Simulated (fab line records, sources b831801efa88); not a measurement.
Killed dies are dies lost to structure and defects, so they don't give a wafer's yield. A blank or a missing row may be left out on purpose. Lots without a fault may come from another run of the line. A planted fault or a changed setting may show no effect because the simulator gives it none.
Which tool did it? | flow sky130 | 24 lots, 72 wafers sampled, at 3 steps of a route of 708

WHAT THE GAUGES READ, wafer by wafer
SKY_VIA3_THK_MEAS_23: measures by xrf. Usual: VIA3_W_THK 396 nm, standard deviation 7.3.
lot  | measured     | on            | VIA3_W_THK (nm) | flag
L074 | day 39 15:37 | film_metro-01 | 393 398 391     |
L075 | day 39 19:19 | film_metro-03 | 408 404 407     |
L076 | day 40 10:35 | film_metro-03 | 406 402 400     |
L077 | day 40 17:38 | film_metro-02 | 393 395 391     |
L078 | day 40 22:17 | film_metro-03 | 406 408 405     |
L079 | day 41 01:13 | film_metro-03 | 404 399 402     |
L080 | day 42 12:21 | film_metro-01 | 387 392 391     |
L081 | day 42 16:19 | film_metro-01 | 386 389 392     |
L082 | day 42 18:20 | film_metro-03 | 414 415 409     |
L083 | day 42 16:55 | film_metro-02 | 392 391 387     |
L084 | day 42 18:20 | film_metro-01 | 381 390 393     |
L085 | day 43 00:44 | film_metro-01 | 394 400 389     |
L086 | day 43 07:23 | film_metro-02 | 394 394 399     |
L087 | day 43 22:26 | film_metro-02 | 390 391 386     |
L088 | day 43 19:08 | film_metro-03 | 395 397 409     |
L089 | day 44 04:13 | film_metro-02 | 388 387 389     |
L090 | day 44 08:39 | film_metro-01 | 396 403 396     |
L091 | day 44 12:59 | film_metro-01 | 400 399 403     |
L092 | day 44 20:53 | film_metro-03 | 402 411 404     |
L093 | day 44 22:22 | film_metro-02 | 393 399 389     |
L094 | day 45 11:14 | film_metro-03 | 395 397 399     |
L095 | day 45 14:51 | film_metro-01 | 400 400 397     |
L096 | day 45 21:31 | film_metro-03 | 399 400 400     |
L097 | day 45 22:54 | film_metro-02 | 386 386 385     |

WHICH TOOL RAN EACH LOT (tool, then ch and the chambers of the sampled wafers, then the start)
lot  | SKY_FIELD_ISO_STRIP_16              | SKY_VIA3_SPUTTER_20
L074 | plasma_asher-03 ch 0,1, day 2 06:29 | pvd_sputter-03, day 39 15:19
L075 | plasma_asher-02 ch 0,1, day 2 11:01 | pvd_sputter-03, day 39 19:00
L076 | plasma_asher-02 ch 0,1, day 2 14:37 | pvd_sputter-02, day 40 10:16
L077 | plasma_asher-02 ch 0,1, day 2 19:37 | pvd_sputter-04, day 40 17:20
L078 | plasma_asher-02 ch 0,1, day 3 01:49 | pvd_sputter-03, day 40 21:59
L079 | plasma_asher-03 ch 0,1, day 3 07:27 | pvd_sputter-04, day 41 00:53
L080 | plasma_asher-03 ch 0,1, day 3 12:05 | pvd_sputter-02, day 42 12:03
L081 | plasma_asher-03 ch 0,1, day 3 18:14 | pvd_sputter-04, day 42 16:01
L082 | plasma_asher-03 ch 0,1, day 3 22:19 | pvd_sputter-02, day 42 18:01
L083 | plasma_asher-03 ch 0,1, day 4 03:07 | pvd_sputter-03, day 42 16:34
L084 | plasma_asher-03 ch 0,1, day 4 07:36 | pvd_sputter-03, day 42 18:01
L085 | plasma_asher-04 ch 0,1, day 4 16:04 | pvd_sputter-02, day 43 00:26
L086 | plasma_asher-04 ch 1, day 4 21:05   | pvd_sputter-02, day 43 07:05
L087 | plasma_asher-04 ch 1, day 5 01:10   | pvd_sputter-03, day 43 22:08
L088 | plasma_asher-02 ch 0,1, day 5 05:33 | pvd_sputter-03, day 43 18:48
L089 | plasma_asher-03 ch 0,1, day 5 11:31 | pvd_sputter-03, day 44 03:54
L090 | plasma_asher-03 ch 0,1, day 5 16:50 | pvd_sputter-03, day 44 08:21
L091 | plasma_asher-04 ch 0,1, day 5 19:46 | pvd_sputter-02, day 44 12:41
L092 | plasma_asher-02 ch 0,1, day 6 04:02 | pvd_sputter-04, day 44 20:35
L093 | plasma_asher-03 ch 0,1, day 6 08:04 | pvd_sputter-03, day 44 22:03
L094 | plasma_asher-02 ch 0,1, day 6 13:52 | pvd_sputter-02, day 45 10:56
L095 | plasma_asher-04 ch 0, day 6 17:52   | pvd_sputter-04, day 45 14:33
L096 | plasma_asher-02 ch 0, day 7 00:20   | pvd_sputter-03, day 45 21:13
L097 | plasma_asher-04 ch 0,1, day 7 05:02 | pvd_sputter-02, day 45 22:36
- SKY_FIELD_ISO_STRIP_16: strips in O2/N2.
- SKY_VIA3_SPUTTER_20: material TiN, target thk 20 nm, time 80 s.

WHAT THE TOOLS THEMSELVES READ (means of the sampled wafers that have a number; where no wafer has one, the mark that the record gives instead)
SKY_FIELD_ISO_STRIP_16. Usual: drypump_motor_current_A 5.5 A, standard deviation 0.46; oes_product_au 0.379 a.u., standard deviation 0.005; strip_time_to_endpoint_s 3.560 s, standard deviation 0.025.
lot  | tool            | drypump_motor_current_A (A) | oes_product_au (a.u.) | strip_time_to_endpoint_s (s) | flag
L074 | plasma_asher-03 | 5.8                         | 0.375                 | 3.539                        |
L075 | plasma_asher-02 | 5.5                         | 0.379                 | 3.553                        |
L076 | plasma_asher-02 | 5.1                         | 0.378                 | 3.548                        |
L077 | plasma_asher-02 | 5.1                         | 0.381                 | 3.578                        |
L078 | plasma_asher-02 | 5.5                         | 0.381                 | 3.538                        |
L079 | plasma_asher-03 | 5.9                         | 0.378                 | 3.542                        |
L080 | plasma_asher-03 | 5.7                         | 0.376                 | 3.568                        |
L081 | plasma_asher-03 | 5.8                         | 0.377                 | 3.529                        |
L082 | plasma_asher-03 | 5.8                         | 0.376                 | 3.563                        |
L083 | plasma_asher-03 | 5.8                         | 0.381                 | 3.541                        |
L084 | plasma_asher-03 | 5.8                         | 0.380                 | 3.552                        |
L085 | plasma_asher-04 | 5.4                         | 0.377                 | 3.558                        |
L086 | plasma_asher-04 | 5.0                         | 0.378                 | 3.545                        |
L087 | plasma_asher-04 | 5.0                         | 0.377                 | 3.580                        |
L088 | plasma_asher-02 | 5.5                         | 0.378                 | 3.575                        |
L089 | plasma_asher-03 | 5.7                         | 0.381                 | 3.603                        |
L090 | plasma_asher-03 | 5.7                         | 0.380                 | 3.576                        |
L091 | plasma_asher-04 | 5.5                         | 0.374                 | 3.544                        |
L092 | plasma_asher-02 | 5.5                         | 0.381                 | 3.550                        |
L093 | plasma_asher-03 | 5.7                         | 0.377                 | 3.560                        |
L094 | plasma_asher-02 | 5.5                         | 0.380                 | 3.567                        |
L095 | plasma_asher-04 | 5.7                         | 0.379                 | 3.526                        |
L096 | plasma_asher-02 | 5.9                         | 0.381                 | 3.580                        |
L097 | plasma_asher-04 | 5.4                         | 0.383                 | 3.561                        |

SKY_VIA3_SPUTTER_20. Usual: cathode_dc_power_W 4000.0 W, standard deviation 0.72; throttle_valve_pct 29.9 %, standard deviation 0.73.
lot  | tool           | cathode_dc_power_W (W) | throttle_valve_pct (%) | flag
L074 | pvd_sputter-03 | 3999.9                 | 30.1                   |
L075 | pvd_sputter-03 | 4000.4                 | 30.3                   |
L076 | pvd_sputter-02 | 3998.8                 | 29.4                   |
L077 | pvd_sputter-04 | 3999.7                 | 28.9                   |
L078 | pvd_sputter-03 | 4000.2                 | 30.4                   |
L079 | pvd_sputter-04 | 3999.5                 | 30.9                   |
L080 | pvd_sputter-02 | 3999.7                 | 29.3                   |
L081 | pvd_sputter-04 | 4000.5                 | 29.6                   |
L082 | pvd_sputter-02 | 3999.7                 | 29.4                   |
L083 | pvd_sputter-03 | 3999.5                 | 29.8                   |
L084 | pvd_sputter-03 | 3999.8                 | 30.0                   |
L085 | pvd_sputter-02 | 4000.5                 | 29.4                   |
L086 | pvd_sputter-02 | 3999.6                 | 29.6                   |
L087 | pvd_sputter-03 | 4000.5                 | 30.0                   |
L088 | pvd_sputter-03 | 3999.9                 | 30.1                   |
L089 | pvd_sputter-03 | 4000.3                 | 30.5                   |
L090 | pvd_sputter-03 | 4000.7                 | 30.0                   |
L091 | pvd_sputter-02 | 3999.9                 | 29.9                   |
L092 | pvd_sputter-04 | 3999.9                 | 28.9                   |
L093 | pvd_sputter-03 | 4000.1                 | 30.4                   |
L094 | pvd_sputter-02 | 3999.7                 | 29.8                   |
L095 | pvd_sputter-04 | 3999.7                 | 29.9                   |
L096 | pvd_sputter-03 | 4000.5                 | 30.1                   |
L097 | pvd_sputter-02 | 3999.3                 | 29.7                   |

THE ANSWER, worked out from the rows above alone
Rule: a lot is off if the mean of its wafers that have a number lies more than 3 standard deviations from the usual mean. A lot without any number at a reading at which 4 lots or more have one is off too. The other lots that the step has rows for count as sound. The gauges are gone through in route order, then the tools' own readings, and for those a lot's mean is taken as printed above. The first step at which some lot is off is used, and at that step the reading that is off furthest; a lot without a number counts as furthest.
No lot is off at any reading shown: from this, nothing can be told.

WHAT THE SIMULATOR HAD PUT IN
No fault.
